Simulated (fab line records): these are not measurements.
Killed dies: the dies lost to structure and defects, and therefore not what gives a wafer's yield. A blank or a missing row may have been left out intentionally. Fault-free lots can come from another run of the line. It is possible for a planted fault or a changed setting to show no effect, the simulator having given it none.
fab line records ; flow sky130
record lots=5; wafers=15; last-day=50
route steps=708 shown VIA3@575 METAL4@598
lots that met no fault: taken from a fault-free run of the same line
start-h: hours from the record's opening day to when the first of the lot's shown wafers began ; wait-h: time in hours since the lot's previous step ; " same as the row above ; L1.1+2: a single row standing in for several wafers ; - value missing, or start not given ; * or withheld: withheld ; < > ~ a bound
route shown NAME@n: a module of which the file shows steps, and the number in the route of the first ; usual: mean/standard deviation taken from wafers without a fault ; same: alike in all rows ; chamber/n: place in a boat ; sites: the reading at each site ; _std_site: standard deviation across them ; _edge_site: the outer-site mean with the inner-site mean subtracted ; radius-mm: for every site, how far away it sits from the centre of the wafer ; mask NAME#n: copy n ; behind: the tool/chamber that last shaped the wafer ; hold: why the lot was held/for how many hours/how that ended ; device: the n, p or np transistor that did not switch ; end of line: the same wafers' tests at the end of the route ; a step with no rows: only its recipe ; killed: dies that structure and defects cost at the first sort, which is not the same as the wafer's yield ; map: dies across one wafer; x = killed, . = not, _ = none there
set.NAME: the setting as run; set.NAME@STEP: as run at that earlier step ; model.NAME: the simulator's own value behind a step, which no gauge read
lots at selected steps of the route; one table per step, one row per wafer
services: when a tool's chamber went out of use (start-h, in hours from the record's first day, below 0 if earlier), for how many hours, and the reason
## steps
# step SKY_VIA3_CMP_02
# recipe material=SiO2; down-force-psi=4; platen-rpm=60; pad-velocity-m-s=0.94248
# usual motor-current-A=12.1/1.1
lot.wafer;tool;chamber;start-h;wait-h;motor-current-A
L645.1;cmp-01;0;928.14;0.1;11.1
L645.3;cmp-01;1;928.14;0.1;12.1
L645.2;cmp-01;2;928.14;0.1;12.8
L648.3;cmp-02;0;940.91;0.0;15.0
L648.2;cmp-02;1;940.91;0.0;12.8
L648.4;cmp-02;3;940.91;0.0;11.1
L653.1;cmp-01;0;986.94;0.2;11.8
L653.6;cmp-01;1;986.94;0.2;12.1
L653.5;cmp-01;2;986.94;0.2;13.6
L660.3;cmp-02;3;1042.69;0.0;11.1
L660.2;cmp-02;1;1042.69;0.0;13.0
L660.1;cmp-02;2;1042.69;0.0;10.7
L666.1;cmp-02;3;1065.60;0.1;11.1
L666.6;cmp-02;2;1065.60;0.1;11.1
L666.5;cmp-02;3;1065.60;0.1;11.2
# step SKY_VIA3_BOW_MEAS_03
# recipe mode=bow
# usual VIA3_BOW=78/8.4
lot.wafer;tool;chamber;start-h;wait-h;VIA3_BOW[um]
L645.1;film-metro-01;-;928.44;0.2;76
L645.2;film-metro-01;-;928.44;0.2;81
L645.3;film-metro-01;-;928.44;0.2;86
L648.2;film-metro-02;-;941.23;0.2;83
L648.3;film-metro-02;-;941.23;0.2;88
L648.4;film-metro-02;-;941.23;0.2;83
L653.1;film-metro-04;-;987.09;0.1;88
L653.5;film-metro-04;-;987.09;0.1;90
L653.6;film-metro-04;-;987.09;0.1;81
L660.1;film-metro-04;-;1042.99;0.1;78
L660.2;film-metro-04;-;1042.99;0.1;90
L660.3;film-metro-04;-;1042.99;0.1;78
L666.1;film-metro-02;-;1065.85;0.2;89
L666.5;film-metro-02;-;1065.85;0.2;84
L666.6;film-metro-02;-;1065.85;0.2;91
# step SKY_VIA3_DEHYDRATE_04
# recipe temp-c=200; time-s=60
# step SKY_VIA3_HMDS_05
# recipe prime-time-s=60; prime-temp-c=120
# step SKY_VIA3_COAT_06
# recipe resist=BARC; temp-c=withheld; time-s=withheld; spin-rpm=3000; resist-thk-nm=60
# step SKY_VIA3_COAT_07
# recipe resist=KrF-thick; spin-rpm=3000; resist-thk-nm=450
# step SKY_VIA3_SOFTBAKE_08
# recipe temp-c=100; time-s=90; resist=KrF-thick
# step SKY_VIA3_EXPOSE_09
# recipe mask-id=VIM3; na=0.8; source-shape=annular; sigma-inner=0.55; sigma-outer=0.85; target-cd-nm=200; dose-mj=38
# step SKY_VIA3_PEB_10
# recipe peb-temp-c=withheld; peb-time-s=withheld; resist=KrF-thick
# step SKY_VIA3_DEVELOP_11
# recipe develop-time-s=60; resist=KrF-thick; dev-temp-c=21
# step SKY_VIA3_CD_MEAS_12
# recipe target-cd-nm=200
# usual cd-nm=199.7/1.3
lot.wafer;tool;chamber;start-h;wait-h;cd-nm
L645.1;cd-sem-02;-;952.14;-;200.7
L645.2;cd-sem-02;-;952.14;-;199.7
L645.3;cd-sem-02;-;952.14;-;200.3
L648.2;cd-sem-01;-;965.39;-;198.7
L648.3;cd-sem-01;-;965.39;-;199.6
L648.4;cd-sem-01;-;965.39;-;197.8
L653.1;cd-sem-01;-;1010.50;-;201.6
L653.5;cd-sem-01;-;1010.50;-;200.3
L653.6;cd-sem-01;-;1010.50;-;202.0
L660.1;cd-sem-02;-;1065.27;-;199.7
L660.2;cd-sem-02;-;1065.27;-;201.1
L660.3;cd-sem-02;-;1065.27;-;200.7
L666.1;cd-sem-02;-;1086.30;-;198.3
L666.5;cd-sem-02;-;1086.30;-;197.9
L666.6;cd-sem-02;-;1086.30;-;199.3
# step SKY_VIA3_OVL_MEAS_13
# usual VIA3_OVL=-2/5.9
lot.wafer;tool;chamber;start-h;wait-h;VIA3_OVL[nm]
L645.1;overlay-01;-;952.26;0.1;-8
L645.2;overlay-01;-;952.26;0.1;-11
L645.3;overlay-01;-;952.26;0.1;-4
L648.2;overlay-01;-;965.50;0.1;0
L648.3;overlay-01;-;965.50;0.1;-4
L648.4;overlay-01;-;965.50;0.1;-5
L653.1;overlay-01;-;1010.62;0.1;-8
L653.5;overlay-01;-;1010.62;0.1;-13
L653.6;overlay-01;-;1010.62;0.1;-13
L660.1;overlay-01;-;1065.39;0.1;2
L660.2;overlay-01;-;1065.39;0.1;-3
L660.3;overlay-01;-;1065.39;0.1;-1
L666.1;overlay-02;-;1086.42;0.1;9
L666.5;overlay-02;-;1086.42;0.1;7
L666.6;overlay-02;-;1086.42;0.1;3
# step SKY_VIA3_ETCH_14
# recipe chemistry=N2/H2; target=BARC; ion-energy-ev=200; source-w=500; bias-w=100; pressure-mtorr=30; n2-flow-sccm=100; h2-flow-sccm=200; stop-on=SiO2; time-s=45.9; target-depth-a=600
# usual drypump-motor-current-A=5.7/0.53; oes-product-au=0.854/0.0048; run-length-s=74.3/0.49; throttle-valve-pct=13.226/0.0093
lot.wafer;tool;chamber;start-h;wait-h;drypump-motor-current-A;oes-product-au;rf-hours-counter-h;run-length-s;throttle-valve-pct;model.etch.depth-nm;model.KrF-thick_of_VIA3_COAT_07.thk-nm;model.VIA3.cd-nm
L645.1;rie-diel-03;3;952.29;0.0;5.7;0.855;12;74.5;13.229;60.08;390.6;201.3
L645.2;rie-diel-03;2;952.29;0.0;6.0;0.859;19;74.3;13.247;60.07;391.2;200.2
L645.3;rie-diel-03;0;952.29;0.0;4.9;0.866;15;73.8;13.208;59.91;390.5;200.1
L648.2;rie-diel-04;1;965.53;0.0;6.8;0.844;18;73.6;13.224;60.03;394.3;198.5
L648.3;rie-diel-04;3;965.53;0.0;5.8;0.854;16;74.7;13.220;60.12;393.3;199.2
L648.4;rie-diel-04;0;965.53;0.0;5.1;0.854;1;74.0;13.219;60.08;392.8;197.8
L653.1;rie-diel-04;2;1010.65;0.0;5.7;0.859;22;74.0;13.218;60.27;392.5;201.3
L653.5;rie-diel-04;0;1010.65;0.0;5.1;0.852;-;73.5;13.220;60.07;394.8;200.6
L653.6;rie-diel-04;1;1010.65;0.0;6.8;0.845;-;73.9;13.233;59.96;395.2;202.2
L660.1;rie-diel-04;2;1065.43;0.0;5.6;0.859;24;74.1;13.244;59.81;393.4;198.8
L660.2;rie-diel-04;3;1065.43;0.0;5.8;0.856;20;75.1;13.222;59.93;393.8;200
L660.3;rie-diel-04;1;1065.43;0.0;6.8;1.003;22;47.3;13.228;33.08;420.5;195.9
L666.1;rie-diel-03;3;1086.45;0.0;5.7;0.857;17;74.7;13.237;60.06;393.7;198.6
L666.5;rie-diel-03;3;1086.45;0.0;5.7;0.858;-;74.1;13.226;59.9;394.6;197.7
L666.6;rie-diel-03;2;1086.45;0.0;6.1;0.859;-;74.4;13.233;60.05;394.6;199.4
# step SKY_VIA3_ETCH_15
# recipe target=SiO2; chemistry=C4F8/O2/Ar; target-depth-nm=507; stop-on=TiN; mask-material=KrF-thick; source-w=1500; bias-w=1200; pressure-mtorr=40; c4f8-flow-sccm=withheld; O2_flow_sccm=6; Ar_flow_sccm=300; time-s=78
# usual oes-product-au=0.946/0.0049; run-length-s=106.4/0.49
lot.wafer;tool;chamber;start-h;wait-h;oes-product-au;rf-hours-counter-h;run-length-s;model.KrF-thick_of_VIA3_COAT_07.thk-nm;model.VIA3.cd-nm
L645.1;rie-diel-03;3;952.34;0.0;0.950;12;106.9;290.5;203.5
L645.2;rie-diel-03;2;952.34;0.0;0.944;19;106.7;289.6;203.2
L645.3;rie-diel-03;0;952.34;0.0;0.956;15;105.5;290.1;199.3
L648.2;rie-diel-04;1;965.57;0.0;0.943;18;105.8;293.2;199.2
L648.3;rie-diel-04;3;965.57;0.0;0.948;16;107.1;291.9;199.5
L648.4;rie-diel-04;0;965.57;0.0;0.945;1;105.6;292.6;199.6
L653.1;rie-diel-04;2;1010.70;0.0;0.946;22;106.4;289.4;202
L653.5;rie-diel-04;0;1010.70;0.0;0.945;-;105.9;292.8;200.9
L653.6;rie-diel-04;1;1010.70;0.0;0.950;-;106.1;293.9;200
L660.1;rie-diel-04;2;1065.47;0.0;0.950;24;106.1;289.8;198.2
L660.2;rie-diel-04;3;1065.47;0.0;0.945;20;106.6;292.2;201.1
L660.3;rie-diel-04;1;1065.47;0.0;0.386;22;105.9;318.7;193.5
L666.1;rie-diel-03;3;1086.50;0.0;0.942;17;106.5;292.2;200.7
L666.5;rie-diel-03;3;1086.50;0.0;0.950;-;106.2;293.5;198.8
L666.6;rie-diel-03;2;1086.50;0.0;0.943;-;106.4;292.9;201.7
# step SKY_VIA3_STRIP_16
# recipe chemistry=O2/N2; power-w=1400; pressure-mtorr=1500; platen-temp-c=withheld; o2-flow-sccm=3000; n2-flow-sccm=300; overash-fraction=0.5
# usual drypump-motor-current-A=5.9/0.48; oes-product-au=0.401/0.0044; strip-time-to-endpoint-s=4.128/0.024
lot.wafer;tool;chamber;start-h;wait-h;drypump-motor-current-A;oes-product-au;rf-hours-counter-h;strip-time-to-endpoint-s
L645.1;plasma-asher-02;1;952.40;0.0;6.3;0.404;57;4.126
L645.2;plasma-asher-02;0;952.40;0.0;6.4;0.406;57;4.119
L645.3;plasma-asher-02;1;952.40;0.0;6.3;0.395;-;4.103
L648.2;plasma-asher-03;0;965.63;0.0;5.0;0.407;119;4.156
L648.3;plasma-asher-03;1;965.63;0.0;5.8;0.403;-;4.139
L648.4;plasma-asher-03;0;965.63;0.0;5.0;0.403;-;4.146
L653.1;plasma-asher-03;0;1010.76;0.0;5.0;0.409;123;4.119
L653.5;plasma-asher-03;0;1010.76;0.0;5.0;0.400;-;4.161
L653.6;plasma-asher-03;1;1010.76;0.0;5.8;0.407;-;4.175
L660.1;plasma-asher-02;1;1065.53;0.0;6.3;0.400;69;4.113
L660.2;plasma-asher-02;0;1065.53;0.0;6.4;0.404;69;4.134
L660.3;plasma-asher-02;1;1065.53;0.0;6.3;0.410;-;4.400
L666.1;plasma-asher-02;0;1086.56;0.0;6.4;0.396;71;4.143
L666.5;plasma-asher-02;1;1086.56;0.0;6.3;0.406;-;4.155
L666.6;plasma-asher-02;0;1086.56;0.0;6.4;0.401;-;4.153
# step SKY_VIA3_STRIP_17
# recipe chemistry=post-etch-residue-remover; time-s=1200; temp-c=72.5
# step SKY_VIA3_CLEAN_18
# recipe chemistry=IPA; time-s=180; temp-c=25
# step SKY_VIA3_CLEAN_19
# recipe chemistry=O3/DIW; dry=n2-spin
# step SKY_VIA3_SPUTTER_20
# recipe material=TiN; target-thk-nm=20; chamber-pressure-pa=5; power-w=4000; time-s=80
# usual throttle-valve-pct=30.9/1
lot.wafer;tool;chamber;start-h;wait-h;throttle-valve-pct
L645.1;pvd-sputter-04;-;952.99;0.0;31.4
L645.2;pvd-sputter-04;-;952.99;0.0;31.4
L645.3;pvd-sputter-04;-;952.99;0.0;32.4
L648.2;pvd-sputter-03;-;966.22;0.0;30.4
L648.3;pvd-sputter-03;-;966.22;0.0;30.8
L648.4;pvd-sputter-03;-;966.22;0.0;31.6
L653.1;pvd-sputter-04;-;1011.35;0.0;31.5
L653.5;pvd-sputter-04;-;1011.35;0.0;32.4
L653.6;pvd-sputter-04;-;1011.35;0.0;31.0
L660.1;pvd-sputter-04;-;1066.40;0.0;31.6
L660.2;pvd-sputter-04;-;1066.40;0.0;31.4
L660.3;pvd-sputter-04;-;1066.40;0.0;30.9
L666.1;pvd-sputter-03;-;1087.15;0.0;30.2
L666.5;pvd-sputter-03;-;1087.15;0.0;30.6
L666.6;pvd-sputter-03;-;1087.15;0.0;31.7
# step SKY_VIA3_CVD_21
# recipe material=W; target-thk-nm=390; time-s=117.31; temp-c=400; pressure-torr=40
# usual heater-power-w=820/74
lot.wafer;tool;chamber;start-h;wait-h;heater-power-w
L645.1;cvd-w-01;1;953.05;0.0;847
L645.2;cvd-w-01;0;953.05;0.0;916
L645.3;cvd-w-01;1;953.05;0.0;866
L648.2;cvd-w-01;0;966.28;0.0;942
L648.3;cvd-w-01;1;966.28;0.0;882
L648.4;cvd-w-01;0;966.28;0.0;898
L653.1;cvd-w-02;1;1011.41;0.0;799
L653.5;cvd-w-02;1;1011.41;0.0;810
L653.6;cvd-w-02;0;1011.41;0.0;744
L660.1;cvd-w-02;1;1066.47;0.0;791
L660.2;cvd-w-02;0;1066.47;0.0;712
L660.3;cvd-w-02;0;1066.47;0.0;727
L666.1;cvd-w-02;0;1087.21;0.0;722
L666.5;cvd-w-02;0;1087.21;0.0;745
L666.6;cvd-w-02;1;1087.21;0.0;804
# step SKY_VIA3_CMP_24
# recipe stop-on=SiO2; t-overpolish-s=20; down-force-psi=3.5; platen-rpm=60; target-thk-nm=0; pad-velocity-m-s=0.94248
# usual motor-current-A=11.2/1.1
lot.wafer;tool;chamber;start-h;wait-h;motor-current-A
L645.1;cmp-02;3;953.36;0.1;10.5
L645.2;cmp-02;0;953.36;0.1;12.8
L645.3;cmp-02;1;953.36;0.1;12.2
L648.3;cmp-02;0;966.59;0.0;12.8
L648.2;cmp-02;2;966.59;0.0;10.2
L648.4;cmp-02;3;966.59;0.0;10.3
L653.1;cmp-02;3;1011.76;0.1;10.2
L653.6;cmp-02;2;1011.76;0.1;10.5
L653.5;cmp-02;3;1011.76;0.1;9.8
L660.3;cmp-01;2;1066.91;0.1;12.7
L660.2;cmp-01;3;1066.91;0.1;10.0
L660.1;cmp-01;0;1066.91;0.1;10.8
L666.1;cmp-02;0;1087.86;0.4;13.2
L666.5;cmp-02;3;1087.86;0.4;10.1
L666.6;cmp-02;0;1087.86;0.4;12.3
# step SKY_METAL4_SPUTTER_00
# recipe material=Ti; target-thk-nm=15; power-w=3000; time-s=10; chamber-pressure-pa=0.4
# usual throttle-valve-pct=30.1/1.2
lot.wafer;tool;chamber;start-h;wait-h;throttle-valve-pct
L645.1;pvd-sputter-02;-;953.66;0.2;28.2
L645.2;pvd-sputter-02;-;953.66;0.2;30.1
L645.3;pvd-sputter-02;-;953.66;0.2;28.8
L648.2;pvd-sputter-02;-;966.89;0.1;30.3
L648.3;pvd-sputter-02;-;966.89;0.1;28.1
L648.4;pvd-sputter-02;-;966.89;0.1;28.4
L653.1;pvd-sputter-03;-;1012.01;0.2;30.5
L653.5;pvd-sputter-03;-;1012.01;0.2;30.8
L653.6;pvd-sputter-03;-;1012.01;0.2;30.3
L660.1;pvd-sputter-02;-;1067.21;0.1;29.4
L660.2;pvd-sputter-02;-;1067.21;0.1;30.4
L666.1;pvd-sputter-03;-;1088.11;0.2;29.0
L666.5;pvd-sputter-03;-;1088.11;0.2;31.3
L666.6;pvd-sputter-03;-;1088.11;0.2;30.4
# step SKY_METAL4_SPUTTER_01
# recipe material=TiN; target-thk-nm=20; power-w=6500; time-s=16.7; chamber-pressure-pa=0.4
# usual throttle-valve-pct=30.1/1.2
lot.wafer;tool;chamber;start-h;wait-h;throttle-valve-pct
L645.1;pvd-sputter-02;-;953.68;0.0;27.9
L645.2;pvd-sputter-02;-;953.68;0.0;30.3
L645.3;pvd-sputter-02;-;953.68;0.0;28.7
L648.2;pvd-sputter-02;-;966.91;0.0;30.2
L648.3;pvd-sputter-02;-;966.91;0.0;28.0
L648.4;pvd-sputter-02;-;966.91;0.0;28.6
L653.1;pvd-sputter-03;-;1012.03;0.0;30.4
L653.5;pvd-sputter-03;-;1012.03;0.0;30.3
L653.6;pvd-sputter-03;-;1012.03;0.0;30.6
L660.1;pvd-sputter-02;-;1067.23;0.0;29.4
L660.2;pvd-sputter-02;-;1067.23;0.0;30.2
L666.1;pvd-sputter-03;-;1088.13;0.0;29.4
L666.5;pvd-sputter-03;-;1088.13;0.0;31.6
L666.6;pvd-sputter-03;-;1088.13;0.0;30.8
# step SKY_METAL4_SPUTTER_02
# recipe material=AlCu; target-thk-nm=735; power-w=10600; time-s=39.1; chamber-pressure-pa=0.4
# usual throttle-valve-pct=30.1/1.2
lot.wafer;tool;chamber;start-h;wait-h;throttle-valve-pct
L645.1;pvd-sputter-02;-;953.70;0.0;28.3
L645.2;pvd-sputter-02;-;953.70;0.0;30.3
L645.3;pvd-sputter-02;-;953.70;0.0;28.8
L648.2;pvd-sputter-02;-;966.94;0.0;30.3
L648.3;pvd-sputter-02;-;966.94;0.0;28.1
L648.4;pvd-sputter-02;-;966.94;0.0;28.5
L653.1;pvd-sputter-03;-;1012.06;0.0;30.6
L653.5;pvd-sputter-03;-;1012.06;0.0;30.2
L653.6;pvd-sputter-03;-;1012.06;0.0;30.6
L660.1;pvd-sputter-02;-;1067.26;0.0;29.4
L660.2;pvd-sputter-02;-;1067.26;0.0;30.3
L666.1;pvd-sputter-03;-;1088.15;0.0;29.5
L666.5;pvd-sputter-03;-;1088.15;0.0;31.7
L666.6;pvd-sputter-03;-;1088.15;0.0;30.6
## services
tool;chamber;start-h;hours;kind
cvd-w-01;-;904.15;14.0;pm
cmp-02;-;912.06;4.0;pm
cmp-02;-;914.04;1.4;repair
rie-diel-04;0;914.05;2.3;repair
pvd-sputter-03;-;931.22;1.7;repair
cmp-02;-;937.76;2.3;repair
rie-diel-03;-;938.95;2.8;pm
pvd-sputter-04;-;939.78;1.8;repair
cmp-01;-;941.52;5.0;repair
pvd-sputter-03;-;942.46;1.6;repair
rie-diel-03;1;965.04;5.9;repair
cmp-01;-;974.68;2.7;repair
cvd-w-02;0;981.55;4.9;repair
pvd-sputter-03;3;996.31;-;consumable-replace:kit
pvd-sputter-03;3;996.31;18.0;scheduled-down
pvd-sputter-03;3;996.31;18.0;vent-cycle
rie-diel-03;3;1009.27;4.5;repair
plasma-asher-02;-;1027.01;3.2;repair
rie-diel-03;-;1031.84;0.9;repair
plasma-asher-03;-;1055.25;9.0;pm
cmp-01;-;1061.40;1.2;repair
pvd-sputter-02;3;1074.88;-;consumable-replace:kit
cvd-w-01;-;1075.66;3.0;repair
cmp-01;-;1084.13;4.0;pm
## key
first-sign step=SKY_VIA3_ETCH_14; reading=run-length-s; direction=down; sigmas=55; usual=*; struck=*
effect step=SKY_VIA3_ETCH_14; reading=oes-product-au; direction=up; sigmas=31; usual=0.854; struck=1.003
effect step=SKY_VIA3_ETCH_15; reading=oes-product-au; direction=down; sigmas=99+; usual=0.946; struck=0.386
effect step=SKY_VIA3_STRIP_16; reading=strip-time-to-endpoint-s; direction=up; sigmas=11; usual=*; struck=*
effect step=SKY_METAL4_SPUTTER_00; reading=visit; direction=missing
effect step=SKY_METAL4_SPUTTER_01; reading=visit; direction=missing
effect step=SKY_METAL4_SPUTTER_02; reading=visit; direction=missing
model-effect step=SKY_VIA3_ETCH_14; value=etch.depth-nm; without=59.94; struck=33.08
model-effect step=SKY_VIA3_ETCH_15; value=KrF-thick_of_VIA3_COAT_07.thk-nm; without=293.8; struck=318.7
met-at SKY_VIA3_ETCH_14
struck-wafers L660.3
later-rows-left-out L660.3
sort-left-out L660.3
onset-between 1010.65 1065.43
fault kind=process-parameter-drift; tool=rie-diel-04; chamber=1; onset-h=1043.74; steps=SKY_VIA3_ETCH_14; channel=time-s; offset=*; shape=step; end-h=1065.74; acts-in=*; stated=*
# sort-left-out: the simulated sort isn't trusted on such a fault, so these wafers' sort isn't shown, and their yield isn't known
# later-rows-left-out: the simulator's readings of these wafers behind a module that went badly wrong aren't trusted and aren't shown, but for the sort
